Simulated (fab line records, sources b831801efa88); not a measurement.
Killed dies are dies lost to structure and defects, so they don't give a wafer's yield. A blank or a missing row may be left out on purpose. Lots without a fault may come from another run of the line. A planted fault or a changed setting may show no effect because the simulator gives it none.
Chamber matching | flow gf180mcu | GF_V3_CMP_26 on cmp-02: 4 sister chambers
The step polishes, stops on SiO2, t overpolish 15 s, target thk 0 nm. 8 wafers are shown with their chamber, then 7 later ones without.

WAFERS WITH THEIR CHAMBER
wafer  | chamber | motor_current_A (A) | time_to_endpoint_s (s)
L183.2 | 0       | 8.5                 | 83
L183.3 | 3       | 10.0                | 79
L183.5 | 0       | 8.2                 | 84
L193.2 | 3       | 8.7                 | 78
L193.3 | 2       | 11.9                | 88
L193.4 | 1       | 11.7                | 83
L195.2 | 1       | 13.2                | 80
L195.5 | 2       | 11.7                | 87

WAFERS WITHOUT THEIR CHAMBER
wafer  | motor_current_A (A) | time_to_endpoint_s (s)
L195.6 | 9.4                 | 77
L198.2 | 9.6                 | 79
L198.4 | 12.3                | 82
L198.5 | 12.1                | 87
L200.1 | 8.4                 | 89
L200.4 | 11.8                | 89
L200.6 | 8.4                 | 87

WHICH CHAMBER EACH WENT THROUGH
wafer  | from the rows above     | in truth
L195.6 | 3                       | 3
L198.2 | 3                       | 3
L198.4 | 1                       | 1
L198.5 | 2                       | 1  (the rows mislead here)
L200.1 | can't be placed: 0 or 2 | 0
L200.4 | 2                       | 2
L200.6 | can't be placed: 0 or 2 | 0
Placed correctly: 4 of 7. Can't be placed from these rows: 2 (the true chamber is among the candidates in 2). Placed wrongly: 1.
How it was worked out, from the rows above alone: a wafer's distance from a chamber is the root of the sum, over the readings, of the square of ((its reading less the chamber's mean) divided by the reading's scatter). The wafer belongs to the nearest chamber; if the next one is less than 2 further off, it can't be placed. A chamber's mean is the mean of its shown wafers. The scatter: the root of (the sum of the squares of (reading less its chamber's mean) over the shown wafers, divided by (wafers less chambers)).
